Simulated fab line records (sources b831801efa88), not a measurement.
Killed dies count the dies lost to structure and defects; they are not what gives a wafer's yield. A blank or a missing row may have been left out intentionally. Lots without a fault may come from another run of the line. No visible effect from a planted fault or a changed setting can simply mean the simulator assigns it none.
Which tool was responsible? + flow gf180mcu + Sampling: 12 lots, 36 wafers, 5 of 602 route steps

== WHAT EACH GAUGE READ, for each wafer ==
GF_V1_RS_MEAS_24: a four-point-probe measurement.
| lot  | measured     | on            | V1_W_RS (ohm/sq)  |
|------|--------------|---------------|-------------------|
| L398 | day 18 19:48 | film metro-02 | 0.330 0.329 0.329 |
| L399 | day 18 20:46 | film metro-01 | 0.327 0.320 0.324 |
| L400 | day 19 08:58 | film metro-03 | 0.325 0.323 0.328 |
| L401 | day 19 16:21 | film metro-03 | 0.330 0.327 0.327 |
| L402 | day 19 22:20 | film metro-02 | 0.323 0.325 0.321 |
| L408 | day 22 07:01 | film metro-01 | 0.317 0.324 0.316 |
| L413 | day 23 17:40 | film metro-03 | 0.331 0.330 0.331 |
| L414 | day 23 23:38 | film metro-01 | 0.326 0.319 0.328 |
| L415 | day 24 10:49 | film metro-01 | 0.332 0.332 0.330 |
| L417 | day 25 07:31 | film metro-01 | 0.335 0.338 0.336 |
| L419 | day 25 17:04 | film metro-02 | 0.326 0.326 0.331 |
| L421 | day 26 05:43 | film metro-03 | 0.329 0.327 0.327 |

GF_V2_THK_MEAS_03.
| lot  | measured     | on            | V2_CVD_02_THK (nm) |
|------|--------------|---------------|--------------------|
| L398 | day 19 22:51 | film metro-02 | 857 871 875        |
| L399 | day 19 23:35 | film metro-04 | 859 852 871        |
| L400 | day 20 11:14 | film metro-01 | 849 865 863        |
| L401 | day 20 18:22 | film metro-02 | 839 842 861        |
| L402 | day 20 23:35 | film metro-01 | 850 860 864        |
| L408 | day 23 08:42 | film metro-01 | 851 848 859        |
| L413 | day 24 17:14 | film metro-02 | 836 847 813        |
| L414 | day 24 23:04 | film metro-02 | 853 856 875        |
| L415 | day 25 10:11 | film metro-02 | 848 845 863        |
| L417 | day 26 05:58 | film metro-02 | 839 845 858        |
| L419 | day 26 15:19 | film metro-04 | 849 851 853        |
| L421 | day 27 03:37 | film metro-04 | 848 853 869        |

== WHAT TOOL EACH LOT RAN ON (gives the tool, then ch and the chambers of the sampled wafers, and finally the start) ==
| lot  | GF_V1_CVD_23                  | GF_M2_SPUTTER_01             | GF_V2_CVD_02                    |
|------|-------------------------------|------------------------------|---------------------------------|
| L398 | cvd w-02 ch 0,1, day 18 19:41 | pvd sputter-03, day 18 20:20 | pecvd-02 ch 0,2, day 19 22:46   |
| L399 | cvd w-01 ch 0,1, day 18 20:39 | pvd sputter-01, day 18 21:20 | pecvd-01 ch 1,2, day 19 23:29   |
| L400 | cvd w-02 ch 0,1, day 19 08:50 | pvd sputter-03, day 19 09:31 | pecvd-02 ch 1,2, day 20 11:09   |
| L401 | cvd w-02 ch 0,1, day 19 16:13 | pvd sputter-01, day 19 16:55 | pecvd-02 ch 0,2, day 20 18:17   |
| L402 | cvd w-01 ch 1, day 19 22:13   | pvd sputter-03, day 19 22:55 | pecvd-02 ch 0,2, day 20 23:31   |
| L408 | cvd w-01 ch 0,1, day 22 06:53 | pvd sputter-01, day 22 07:35 | pecvd-01 ch 1,2, day 23 08:37   |
| L413 | cvd w-01 ch 1, day 23 17:31   | pvd sputter-04, day 23 18:21 | pecvd-01 ch 0,1,2, day 24 17:10 |
| L414 | cvd w-01 ch 0,1, day 23 23:31 | pvd sputter-01, day 24 00:13 | pecvd-04 ch 0,2, day 24 22:59   |
| L415 | cvd w-02 ch 0,1, day 24 10:42 | pvd sputter-01, day 24 11:23 | pecvd-02 ch 0,2, day 25 10:05   |
| L417 | cvd w-02 ch 0,1, day 25 07:23 | pvd sputter-04, day 25 08:06 | pecvd-04 ch 0,2, day 26 05:53   |
| L419 | cvd w-02 ch 0,1, day 25 16:56 | pvd sputter-01, day 25 17:38 | pecvd-04 ch 1,2, day 26 15:15   |
| L421 | cvd w-01 ch 1, day 26 05:30   | pvd sputter-04, day 26 06:18 | pecvd-02 ch 0,2, day 27 03:33   |
- GF_V1_CVD_23: deposits W, target thk 350 nm, time 105.05 s.
- GF_M2_SPUTTER_01: material TiN, target thk 30 nm, time 25 s.
- GF_V2_CVD_02: deposits SiO2 from TEOS, target thk 850 nm, time 94.851 s.

== WHAT THE TOOLS THEMSELVES READ (means of the sampled wafers that have a number; where no wafer has one, the mark that the record gives instead) ==
GF_V1_CVD_23.
| lot  | tool     | heater power w (W) |
|------|----------|--------------------|
| L398 | cvd w-02 | 741                |
| L399 | cvd w-01 | 772                |
| L400 | cvd w-02 | 766                |
| L401 | cvd w-02 | 762                |
| L402 | cvd w-01 | 736                |
| L408 | cvd w-01 | 794                |
| L413 | cvd w-01 | 747                |
| L414 | cvd w-01 | 772                |
| L415 | cvd w-02 | 745                |
| L417 | cvd w-02 | 764                |
| L419 | cvd w-02 | 765                |
| L421 | cvd w-01 | 744                |

GF_M2_SPUTTER_01.
| lot  | tool           | throttle valve pct (%) |
|------|----------------|------------------------|
| L398 | pvd sputter-03 | 30.8                   |
| L399 | pvd sputter-01 | 29.6                   |
| L400 | pvd sputter-03 | 30.4                   |
| L401 | pvd sputter-01 | 29.5                   |
| L402 | pvd sputter-03 | 31.1                   |
| L408 | pvd sputter-01 | 29.5                   |
| L413 | pvd sputter-04 | 31.2                   |
| L414 | pvd sputter-01 | 29.9                   |
| L415 | pvd sputter-01 | 29.8                   |
| L417 | pvd sputter-04 | 30.9                   |
| L419 | pvd sputter-01 | 29.5                   |
| L421 | pvd sputter-04 | 30.8                   |

GF_V2_CVD_02.
| lot  | tool     | heater power w (W) | rf fwd power W (W) |
|------|----------|--------------------|--------------------|
| L398 | pecvd-02 | 595                | 596.1              |
| L399 | pecvd-01 | 821                | 593.1              |
| L400 | pecvd-02 | 732                | 597.3              |
| L401 | pecvd-02 | 567                | 596.6              |
| L402 | pecvd-02 | 653                | 596.5              |
| L408 | pecvd-01 | 807                | 594.1              |
| L413 | pecvd-01 | 724                | 562.6              |
| L414 | pecvd-04 | 671                | 595.0              |
| L415 | pecvd-02 | 539                | 596.3              |
| L417 | pecvd-04 | 637                | 597.0              |
| L419 | pecvd-04 | 671                | 598.0              |
| L421 | pecvd-02 | 660                | 597.2              |

== THE ANSWER, worked out from the rows above alone ==
Rule: the lots themselves supply what counts as usual. The widest of any qualifying gaps counts: lots, ordered by their means at a reading, are off when they make up no more than a third of the lots, leave a main group of 4 or more, and stand apart from it by 3 or more times the standard deviation of that group's means. The tables above print the reading to a certain number of digits; a main group whose means all agree to those digits is not used. Also off: a lot with no number at a reading for which 4 or more lots have one. Any other lot the step has rows for is counted as sound. After the gauges, taken in route order, come the tools' own readings; for these a lot's mean is taken, as printed above. The first step at which some lot is off is used, and at that step the reading that is off furthest; a lot without a number counts as furthest.
Off, at GF_V2_CVD_02 on rf fwd power W: L413. Mean 596.1 W and standard deviation 1.4 in the main group.
A tool fits if, at that step or a process step before it, it ran every lot that is off, and no sound lot after the first of them. One fits: GF_V2_CVD_02 on pecvd-01. Its last sound lot is L408 (day 23 08:37), its first lot that is off L413 (day 24 17:10): a fault that began between those two fits.
On the lots that are off, the tool's own readings at GF_V2_CVD_02 differ by more than 5 times the standard deviation of the sound lots' means, which bears it out; rf fwd power W reads 562.6 W there versus 596.1 W on the sound lots.

== WHAT THE SIMULATOR HAD PUT IN ==
pecvd-01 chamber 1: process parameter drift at GF_V2_CVD_02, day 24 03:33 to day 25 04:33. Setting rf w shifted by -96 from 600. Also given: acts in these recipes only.
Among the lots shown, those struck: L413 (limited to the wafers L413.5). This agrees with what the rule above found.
